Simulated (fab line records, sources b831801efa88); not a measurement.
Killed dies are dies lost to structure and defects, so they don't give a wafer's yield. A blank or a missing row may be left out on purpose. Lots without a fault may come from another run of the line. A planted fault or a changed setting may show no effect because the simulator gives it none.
fab line records | flow sky130
record lots=24 wafers=72 last_day=50
route steps=708 shown SD_N@358 METAL1@439 METAL3@532 CAPM@540 METAL5@667 PAD_OPEN@702
lots that met no fault: from a run of the same line without faults
start_h: hours from the record's first day to the start of the lot's first wafer shown | wait_h: hours since the lot's step before | " the same as in the row above | L1.1+2: a row that stands for several wafers | - no value, or no start given | * or withheld: withheld | < > ~ a bound
route shown NAME@n: a module of which the file shows steps, and the number in the route of the first | usual: mean/standard deviation of fault-free wafers | same: alike in all rows | chamber/n: place in a boat | sites: the reading at each site | _std_site: their standard deviation | _edge_site: outer sites' mean less inner sites' | radius_mm: how far each site lies from the wafer's centre | mask NAME#n: copy n | behind: the tool/chamber that last shaped the wafer | hold: why the lot was held/for how many hours/how that ended | device: the transistor (n, p or np) that didn't switch | end of line: the same wafers' tests at the end of the route | a step without rows: its recipe alone | killed: dies lost to structure and defects at the first sort, not the wafer's yield | map: a wafer's dies, x killed, . not, _ none there
set.NAME: the setting as run; set.NAME@STEP: as run at that earlier step | model.NAME: the simulator's own value behind a step, which no gauge read
steps of the route over a sample of lots; a table a step, a row a wafer
services: from which hour (start_h, from the record's first day; less than 0 if before it) a tool's chamber was out of use, for how many hours, and why
## steps
# step SKY_SD_N_RS_MEAS_16
# recipe thk_meas_gauge=four-point-probe
# usual SD_N_RS=68.58/0.12
# columns lot.wafer tool chamber start_h wait_h SD_N_RS[ohm/sq]
L074.1 film_metro-04 - 664.52 0.1 68.65
L074.3 " - " " 68.42
L074.5 " - " " 68.42
L075.1 film_metro-02 - 665.45 0.1 68.58
L075.3 " - " " 68.59
L075.5 " - " " 68.60
L076.2 film_metro-04 - 690.79 0.1 68.55
L076.4 " - " " 68.54
L076.5 " - " " 68.61
L077.1 film_metro-01 - 691.30 0.1 68.40
L077.4 " - " " 68.66
L077.6 " - " " 68.79
L078.2 film_metro-04 - 698.69 0.1 68.47
L078.3 " - " " 68.51
L078.4 " - " " 68.61
L079.2 film_metro-04 - 702.89 0.1 68.53
L079.3 " - " " 68.40
L079.5 " - " " 68.51
L082.2 film_metro-01 - 713.20 0.1 68.63
L082.3 " - " " 68.62
L082.4 " - " " 68.70
L080.3 film_metro-01 - 714.75 0.1 68.77
L080.5 " - " " 68.68
L080.6 " - " " 68.69
L081.1 film_metro-01 - 715.39 0.1 68.67
L081.3 " - " " 68.59
L081.4 " - " " 68.76
L083.3 film_metro-02 - 720.40 0.1 68.47
L083.4 " - " " 68.58
L083.6 " - " " 68.63
L084.1 film_metro-01 - 731.52 0.1 68.76
L084.2 " - " " 68.54
L084.5 " - " " 68.71
L086.2 film_metro-04 - 743.14 0.1 68.43
L086.3 " - " " 68.45
L086.5 " - " " 68.63
L085.1 film_metro-02 - 746.82 0.1 68.57
L085.3 " - " " 68.57
L085.6 " - " " 68.59
L087.1 film_metro-04 - 750.53 0.1 68.67
L087.2 " - " " 68.62
L087.4 " - " " 68.63
L088.3 film_metro-04 - 761.11 0.1 68.60
L088.5 " - " " 68.64
L088.6 " - " " 68.58
L089.1 film_metro-01 - 791.56 0.1 68.86
L089.2 " - " " 68.68
L089.4 " - " " 68.60
L091.3 film_metro-04 - 791.61 0.1 68.75
L091.5 " - " " 68.49
L091.6 " - " " 68.51
L090.1 film_metro-02 - 791.85 0.1 68.74
L090.3 " - " " 68.77
L090.6 " - " " 68.53
L092.2 film_metro-04 - 793.04 0.1 68.55
L092.3 " - " " 68.39
L092.6 " - " " 68.54
L093.2 film_metro-01 - 799.39 0.1 68.58
L093.4 " - " " 68.66
L093.6 " - " " 68.76
L094.2 film_metro-04 - 812.09 0.1 68.54
L094.3 " - " " 68.38
L094.4 " - " " 68.42
L095.2 film_metro-04 - 817.54 0.1 68.46
L095.4 " - " " 68.46
L095.5 " - " " 68.51
L096.1 film_metro-01 - 823.26 0.1 68.65
L096.5 " - " " 68.61
L096.6 " - " " 68.58
L097.2 film_metro-02 - 825.58 0.1 68.63
L097.5 " - " " 68.54
L097.6 " - " " 68.47
# step SKY_METAL1_RS_MEAS_05
# recipe thk_meas_gauge=four-point-probe reads=TiN_of_METAL1_SPUTTER_04+Ti_of_METAL1_SPUTTER_03+AlCu_of_METAL1_SPUTTER_02+TiN_of_METAL1_SPUTTER_01+Ti_of_METAL1_SPUTTER_00
# usual METAL1_ALCU_RS=0.1269/0.0012
# columns lot.wafer tool chamber start_h wait_h METAL1_ALCU_RS[ohm/sq]
L074.1 film_metro-01 - 753.54 0.0 0.1277
L074.3 " - " " 0.1270
L074.5 " - " " 0.1276
L075.1 film_metro-03 - 754.47 0.0 0.1285
L075.3 " - " " 0.1276
L075.5 " - " " 0.1281
L076.2 film_metro-01 - 779.68 0.0 0.1267
L076.4 " - " " 0.1262
L076.5 " - " " 0.1263
L077.1 film_metro-02 - 779.99 0.0 0.1268
L077.4 " - " " 0.1278
L077.6 " - " " 0.1279
L078.2 film_metro-01 - 786.28 0.0 0.1262
L078.3 " - " " 0.1269
L078.4 " - " " 0.1266
L079.2 film_metro-03 - 790.40 0.0 0.1275
L079.3 " - " " 0.1286
L079.5 " - " " 0.1278
L082.2 film_metro-02 - 798.80 0.0 0.1246
L082.3 " - " " 0.1258
L082.4 " - " " 0.1259
L080.3 film_metro-01 - 801.05 0.1 0.1274
L080.5 " - " " 0.1263
L080.6 " - " " 0.1274
L081.1 film_metro-01 - 802.09 0.0 0.1266
L081.3 " - " " 0.1275
L081.4 " - " " 0.1254
L083.3 film_metro-01 - 806.39 0.1 0.1268
L083.4 " - " " 0.1275
L083.6 " - " " 0.1273
L084.1 film_metro-03 - 817.82 0.0 0.1277
L084.2 " - " " 0.1287
L084.5 " - " " 0.1288
L086.2 film_metro-03 - 828.85 0.0 0.1250
L086.3 " - " " 0.1261
L086.5 " - " " 0.1253
L085.1 film_metro-01 - 831.44 0.0 0.1279
L085.3 " - " " 0.1278
L085.6 " - " " 0.1285
L087.1 film_metro-03 - 834.71 0.0 0.1248
L087.2 " - " " 0.1248
L087.4 " - " " 0.1245
L088.3 film_metro-02 - 846.45 0.1 0.1265
L088.5 " - " " 0.1263
L088.6 " - " " 0.1265
L089.1 film_metro-03 - 874.71 0.0 0.1264
L089.2 " - " " 0.1262
L089.4 " - " " 0.1262
L091.3 film_metro-01 - 875.45 0.1 0.1292
L091.5 " - " " 0.1287
L091.6 " - " " 0.1280
L090.1 film_metro-01 - 876.10 0.0 0.1280
L090.3 " - " " 0.1269
L090.6 " - " " 0.1271
L092.2 film_metro-01 - 877.07 0.0 0.1279
L092.3 " - " " 0.1281
L092.6 " - " " 0.1274
L093.2 film_metro-01 - 882.53 0.0 0.1280
L093.4 " - " " 0.1289
L093.6 " - " " 0.1274
L094.2 film_metro-03 - 894.71 0.0 0.1281
L094.3 " - " " 0.1272
L094.4 " - " " 0.1284
L095.2 film_metro-02 - 900.67 0.0 0.1257
L095.4 " - " " 0.1246
L095.5 " - " " 0.1254
L096.1 film_metro-02 - 906.02 0.0 0.1255
L096.5 " - " " 0.1247
L096.6 " - " " 0.1246
L097.2 film_metro-01 - 907.94 0.0 0.1269
L097.5 " - " " 0.1261
L097.6 " - " " 0.1265
# step SKY_METAL3_SPUTTER_00
# recipe material=Ti target_thk_nm=15 power_w=3000 time_s=10 chamber_pressure_pa=0.4
# usual throttle_valve_pct=30.0/1.2
# columns lot.wafer tool chamber start_h wait_h throttle_valve_pct
L074.1 pvd_sputter-03 - 865.89 0.1 30.3
L074.3 " - " " 31.3
L074.5 " - " " 31.7
L075.1 pvd_sputter-02 - 866.19 0.1 29.5
L075.3 " - " " 31.5
L075.5 " - " " 29.5
L076.2 pvd_sputter-02 - 890.81 0.1 29.5
L076.4 " - " " 32.1
L076.5 " - " " 29.6
L077.1 pvd_sputter-03 - 891.51 0.2 31.8
L077.4 " - " " 30.1
L077.6 " - " " 30.6
L078.2 pvd_sputter-02 - 896.61 0.1 29.5
L078.3 " - " " 28.3
L078.4 " - " " 29.3
L079.2 pvd_sputter-02 - 900.78 0.2 29.1
L079.3 " - " " 28.2
L079.5 " - " " 28.4
L082.2 pvd_sputter-01 - 909.00 0.2 30.3
L082.3 " - " " 30.1
L082.4 " - " " 27.9
L080.3 pvd_sputter-01 - 910.13 0.1 28.1
L080.5 " - " " 28.1
L080.6 " - " " 30.3
L081.1 pvd_sputter-01 - 913.98 0.1 28.1
L081.3 " - " " 30.8
L081.4 " - " " 30.0
L083.3 pvd_sputter-03 - 915.18 0.2 32.0
L083.4 " - " " 30.6
L083.6 " - " " 30.6
L084.1 pvd_sputter-03 - 926.24 0.1 30.1
L084.2 " - " " 30.7
L084.5 " - " " 31.4
L086.2 pvd_sputter-01 - 935.56 0.1 30.0
L086.3 " - " " 30.6
L086.5 " - " " 28.0
L085.1 pvd_sputter-01 - 938.84 0.1 27.8
L085.3 " - " " 30.4
L085.6 " - " " 28.0
L087.1 pvd_sputter-02 - 941.71 0.2 28.5
L087.2 " - " " 31.8
L087.4 " - " " 29.5
L088.3 pvd_sputter-03 - 951.41 0.1 30.2
L088.5 " - " " 30.3
L088.6 " - " " 31.2
L089.1 pvd_sputter-01 - 977.59 0.2 30.3
L089.2 " - " " 30.3
L089.4 " - " " 30.4
L091.3 pvd_sputter-01 - 978.19 0.2 30.5
L091.5 " - " " 30.1
L091.6 " - " " 30.4
L090.1 pvd_sputter-02 - 978.64 0.1 28.2
L090.3 " - " " 31.7
L090.6 " - " " 28.1
L092.2 pvd_sputter-02 - 979.24 0.2 28.2
L092.3 " - " " 29.4
L092.6 " - " " 29.4
L093.2 pvd_sputter-03 - 987.41 0.1 31.4
L093.4 " - " " 31.0
L093.6 " - " " 30.4
L094.2 pvd_sputter-02 - 997.68 0.1 28.0
L094.3 " - " " 29.0
L094.4 " - " " 31.5
L095.2 pvd_sputter-01 - 1006.27 0.1 30.7
L095.4 " - " " 28.0
L095.5 " - " " 30.4
L096.1 pvd_sputter-02 - 1008.24 0.2 31.6
L096.5 " - " " 29.3
L096.6 " - " " 32.1
L097.2 pvd_sputter-02 - 1010.10 0.1 29.3
L097.5 " - " " 31.9
L097.6 " - " " 29.2
# step SKY_CAPM_RS_MEAS_03
# recipe thk_meas_gauge=four-point-probe reads=TiN_of_CAPM_SPUTTER_02
# usual CAPM_TIN_RS=6.95/0.059
# columns lot.wafer tool chamber start_h wait_h CAPM_TIN_RS[ohm/sq]
L074.1 film_metro-03 - 866.24 0.1 7.03
L074.3 " - " " 6.96
L074.5 " - " " 6.99
L075.1 film_metro-02 - 866.57 0.1 6.97
L075.3 " - " " 6.98
L075.5 " - " " 6.98
L076.2 film_metro-01 - 891.17 0.1 7.03
L076.4 " - " " 6.99
L076.5 " - " " 7.03
L077.1 film_metro-02 - 891.85 0.1 7.00
L077.4 " - " " 7.09
L077.6 " - " " 7.10
L078.2 film_metro-01 - 896.98 0.1 6.98
L078.3 " - " " 6.90
L078.4 " - " " 6.95
L079.2 film_metro-03 - 901.14 0.1 6.90
L079.3 " - " " 7.00
L079.5 " - " " 6.96
L082.2 film_metro-03 - 909.36 0.1 6.83
L082.3 " - " " 6.90
L082.4 " - " " 6.89
L080.3 film_metro-03 - 910.52 0.1 6.94
L080.5 " - " " 6.90
L080.6 " - " " 7.04
L081.1 film_metro-02 - 914.34 0.1 6.93
L081.3 " - " " 6.98
L081.4 " - " " 6.90
L083.3 film_metro-01 - 915.57 0.1 6.95
L083.4 " - " " 7.02
L083.6 " - " " 7.05
L084.1 film_metro-01 - 926.59 0.1 6.86
L084.2 " - " " 6.92
L084.5 " - " " 6.92
L086.2 film_metro-03 - 935.92 0.1 6.95
L086.3 " - " " 6.85
L086.5 " - " " 6.95
L085.1 film_metro-01 - 939.19 0.1 6.88
L085.3 " - " " 6.84
L085.6 " - " " 6.96
L087.1 film_metro-01 - 942.06 0.1 7.03
L087.2 " - " " 6.97
L087.4 " - " " 6.96
L088.3 film_metro-03 - 951.80 0.1 6.92
L088.5 " - " " 6.86
L088.6 " - " " 6.88
L089.1 film_metro-03 - 977.94 0.1 6.96
L089.2 " - " " 6.98
L089.4 " - " " 7.03
L091.3 film_metro-01 - 978.58 0.1 7.06
L091.5 " - " " 7.07
L091.6 " - " " 6.95
L090.1 film_metro-01 - 978.99 0.1 6.90
L090.3 " - " " 6.96
L090.6 " - " " 6.99
L092.2 film_metro-01 - 979.61 0.1 7.05
L092.3 " - " " 7.04
L092.6 " - " " 7.07
L093.2 film_metro-03 - 987.77 0.1 6.96
L093.4 " - " " 6.98
L093.6 " - " " 6.95
L094.2 film_metro-02 - 998.05 0.1 6.89
L094.3 " - " " 6.88
L094.4 " - " " 6.88
L095.2 film_metro-01 - 1006.63 0.1 6.86
L095.4 " - " " 6.94
L095.5 " - " " 6.88
L096.1 film_metro-02 - 1008.59 0.1 6.91
L096.5 " - " " 6.91
L096.6 " - " " 6.97
L097.2 film_metro-02 - 1010.46 0.1 6.93
L097.5 " - " " 6.93
L097.6 " - " " 6.96
# step SKY_METAL5_THK_MEAS_06
# recipe thk_meas_gauge=xrf reads=AlCu_of_METAL5_SPUTTER_02
# usual METAL5_ALCU_THK=1157/14
# columns lot.wafer tool chamber start_h wait_h METAL5_ALCU_THK[nm]
L074.1 film_metro-03 - 1019.81 0.1 1144
L074.3 " - " " 1154
L074.5 " - " " 1139
L075.1 film_metro-03 - 1020.71 0.1 1157
L075.3 " - " " 1172
L075.5 " - " " 1171
L076.2 film_metro-02 - 1038.51 0.1 1144
L076.4 " - " " 1147
L076.5 " - " " 1145
L077.1 film_metro-03 - 1040.51 0.1 1195
L077.4 " - " " 1193
L077.6 " - " " 1192
L078.2 film_metro-03 - 1046.37 0.1 1160
L078.3 " - " " 1155
L078.4 " - " " 1158
L079.2 film_metro-03 - 1049.07 0.1 1145
L079.3 " - " " 1136
L079.5 " - " " 1149
L082.2 film_metro-01 - 1056.82 0.1 1140
L082.3 " - " " 1132
L082.4 " - " " 1145
L080.3 film_metro-03 - 1058.38 0.1 1172
L080.5 " - " " 1172
L080.6 " - " " 1168
L081.1 film_metro-03 - 1059.46 0.1 1153
L081.3 " - " " 1162
L081.4 " - " " 1150
L083.3 film_metro-01 - 1060.31 0.1 1151
L083.4 " - " " 1167
L083.6 " - " " 1153
L084.1 film_metro-03 - 1069.26 0.1 1148
L084.2 " - " " 1153
L084.5 " - " " 1151
L086.2 film_metro-03 - 1079.38 0.1 1156
L086.3 " - " " 1154
L086.5 " - " " 1147
L085.1 film_metro-01 - 1081.97 0.1 1172
L085.3 " - " " 1169
L085.6 " - " " 1175
L087.1 film_metro-03 - 1085.00 0.1 1164
L087.2 " - " " 1160
L087.4 " - " " 1140
L088.3 film_metro-02 - 1094.08 0.1 1165
L088.5 " - " " 1161
L088.6 " - " " 1167
L089.1 film_metro-01 - 1117.44 0.1 1141
L089.2 " - " " 1129
L089.4 " - " " 1119
L091.3 film_metro-03 - 1118.36 0.1 1165
L091.5 " - " " 1161
L091.6 " - " " 1158
L090.1 film_metro-03 - 1118.58 0.1 1132
L090.3 " - " " 1146
L090.6 " - " " 1142
L092.2 film_metro-02 - 1118.64 0.1 1155
L092.3 " - " " 1152
L092.6 " - " " 1153
L093.2 film_metro-03 - 1126.66 0.1 1157
L093.4 " - " " 1145
L093.6 " - " " 1157
L094.2 film_metro-01 - 1134.52 0.1 1179
L094.3 " - " " 1169
L094.4 " - " " 1166
L095.2 film_metro-01 - 1139.86 0.1 1164
L095.4 " - " " 1181
L095.5 " - " " 1163
L096.1 film_metro-02 - 1143.26 0.1 1169
L096.5 " - " " 1161
L096.6 " - " " 1155
L097.2 film_metro-03 - 1145.16 0.1 1168
L097.5 " - " " 1156
L097.6 " - " " 1162
# step SKY_PAD_OPEN_STRIP_08
# recipe chemistry=O2/N2 power_w=1400 pressure_mtorr=1500 platen_temp_c=withheld overash_fraction=0.7 o2_flow_sccm=3000 n2_flow_sccm=300
# usual drypump_motor_current_A=5.74/0.28 oes_product_au=0.663/0.0048 strip_time_to_endpoint_s=37.50/0.11
# columns lot.wafer tool chamber start_h wait_h drypump_motor_current_A oes_product_au rf_hours_counter_h strip_time_to_endpoint_s
L074.1 plasma_asher-01 0 1085.84 0.1 5.72 0.666 2 37.54
L074.3 " 1 " " 5.11 0.661 - 37.50
L074.5 " 1 " " 5.11 0.653 - 37.48
L075.1 plasma_asher-01 0 1086.68 0.1 5.73 0.663 2 37.49
L075.3 " 0 " " 5.73 0.666 - 37.45
L075.5 " 1 " " 5.10 0.660 - 37.39
L076.2 plasma_asher-03 0 1102.79 0.1 5.60 0.662 67 37.49
L076.4 " 0 " " 5.60 0.665 - 37.41
L076.5 " 0 " " 5.61 0.668 - 37.45
L077.1 plasma_asher-01 1 1105.07 0.1 5.09 0.666 4 37.39
L077.4 " 0 " " 5.71 0.667 - 37.52
L077.6 " 1 " " 5.10 0.669 - 37.48
L078.2 plasma_asher-03 1 1110.49 0.1 5.76 0.673 68 37.71
L078.3 " 1 " " 5.76 0.662 - 37.64
L078.4 " 0 " " 5.61 0.666 - 37.57
L079.2 plasma_asher-04 0 1111.84 0.1 5.82 0.659 36 37.50
L079.3 " 1 " " 6.14 0.660 - 37.57
L079.5 " 1 " " 6.16 0.670 - 37.54
L082.2 plasma_asher-04 1 1120.19 0.1 6.15 0.670 37 37.66
L082.3 " 0 " " 5.84 0.661 - 37.64
L082.4 " 1 " " 6.13 0.667 - 37.68
L080.3 plasma_asher-03 0 1121.66 0.1 5.62 0.664 - 37.39
L080.5 " 0 " " 5.61 0.664 - 37.41
L080.6 " 1 " " 5.74 0.657 - 37.50
L081.1 plasma_asher-03 0 1123.12 0.1 5.63 0.667 69 37.56
L081.3 " 0 " " 5.63 0.657 - 37.66
L081.4 " 1 " " 5.74 0.666 - 37.63
L083.3 plasma_asher-03 1 1123.77 0.1 5.73 0.667 - 37.53
L083.4 " 0 " " 5.61 0.669 - 37.50
L083.6 " 1 " " 5.74 0.666 - 37.53
L084.1 plasma_asher-04 1 1132.34 0.1 6.15 0.666 38 37.34
L084.2 " 0 " " 5.82 0.666 38 37.35
L084.5 " 1 " " 6.15 0.664 - 37.38
L086.2 plasma_asher-03 0 1140.07 0.1 5.63 0.654 71 37.38
L086.3 " 1 " " 5.75 0.662 - 37.42
L086.5 " 1 " " 5.75 0.664 - 37.44
L085.1 plasma_asher-04 0 1142.04 0.1 5.81 0.664 39 37.48
L085.3 " 0 " " 5.82 0.665 - 37.44
L085.6 " 0 " " 5.82 0.650 - 37.44
L087.1 plasma_asher-01 1 1145.32 0.1 5.12 0.668 7 37.37
L087.2 " 0 " " 5.70 0.661 7 37.38
L087.4 " 0 " " 5.72 0.670 - 37.50
L088.3 plasma_asher-03 0 1152.81 0.1 5.63 0.665 - 37.61
L088.5 " 0 " " 5.63 0.669 - 37.60
L088.6 " 1 " " 5.74 0.662 - 37.65
L089.1 plasma_asher-03 1 1172.89 0.1 5.73 0.670 74 37.59
L089.2 " 0 " " 5.62 0.659 74 37.68
L089.4 " 0 " " 5.63 0.665 - 37.62
L091.3 plasma_asher-01 1 1173.62 0.1 5.10 0.655 - 37.47
L091.5 " 1 " " 5.12 0.669 - 37.35
L091.6 " 0 " " 5.70 0.654 - 37.40
L092.2 plasma_asher-04 1 1174.07 0.1 6.14 0.666 42 37.55
L092.3 " 0 " " 5.79 0.664 - 37.47
L092.6 " 0 " " 5.80 0.664 - 37.47
L090.1 plasma_asher-03 0 1174.42 0.1 5.62 0.671 74 37.62
L090.3 " 1 " " 5.76 0.664 - 37.54
L090.6 " 1 " " 5.74 0.655 - 37.65
L093.2 plasma_asher-03 0 1180.34 0.1 5.60 0.657 74 37.54
L093.4 " 0 " " 5.63 0.655 - 37.64
L093.6 " 0 " " 5.59 0.664 - 37.68
L094.2 plasma_asher-04 0 1187.84 0.1 5.81 0.663 44 37.42
L094.3 " 0 " " 5.84 0.664 - 37.46
L094.4 " 1 " " 6.16 0.662 - 37.54
L095.2 plasma_asher-04 0 1190.59 0.1 5.82 0.663 44 37.37
L095.4 " 1 " " 6.13 0.661 - 37.39
L095.5 " 0 " " 5.83 0.667 - 37.40
L096.1 plasma_asher-04 1 1195.09 0.1 6.16 0.660 44 37.22
L096.5 " 1 " " 6.13 0.659 - 37.30
L096.6 " 0 " " 5.83 0.658 - 37.37
L097.2 plasma_asher-04 1 1196.44 0.1 6.13 0.668 45 37.61
L097.5 " 0 " " 5.79 0.665 - 37.62
L097.6 " 1 " " 6.15 0.664 - 37.61
## services
# columns tool chamber start_h hours kind
plasma_asher-04 - 847.00 1.6 repair
plasma_asher-01 - 854.31 2.8 repair
plasma_asher-01 - 920.06 14.1 repair
pvd_sputter-01 - 965.81 3.5 repair
plasma_asher-04 - 969.85 1.0 repair
plasma_asher-01 - 976.12 1.5 repair
pvd_sputter-02 1 978.80 - consumable_replace:kit
pvd_sputter-02 1 978.80 18.0 scheduled_down
pvd_sputter-02 1 978.80 18.0 vent_cycle
pvd_sputter-02 - 982.20 5.8 repair
plasma_asher-01 - 994.93 2.8 pm
pvd_sputter-01 - 1022.13 26.5 repair
plasma_asher-04 - 1026.20 0.4 repair
pvd_sputter-01 - 1033.99 4.3 repair
plasma_asher-04 - 1049.22 11.5 repair
plasma_asher-01 - 1055.25 9.0 pm
plasma_asher-03 - 1059.12 0.8 repair
pvd_sputter-02 0 1063.76 - consumable_replace:kit
pvd_sputter-02 0 1063.76 18.0 scheduled_down
pvd_sputter-01 - 1085.36 3.9 repair
plasma_asher-03 - 1099.71 2.8 pm
plasma_asher-01 - 1107.63 1.3 repair
plasma_asher-01 - 1108.30 2.6 repair
pvd_sputter-01 - 1172.16 3.1 repair
## key
fault none
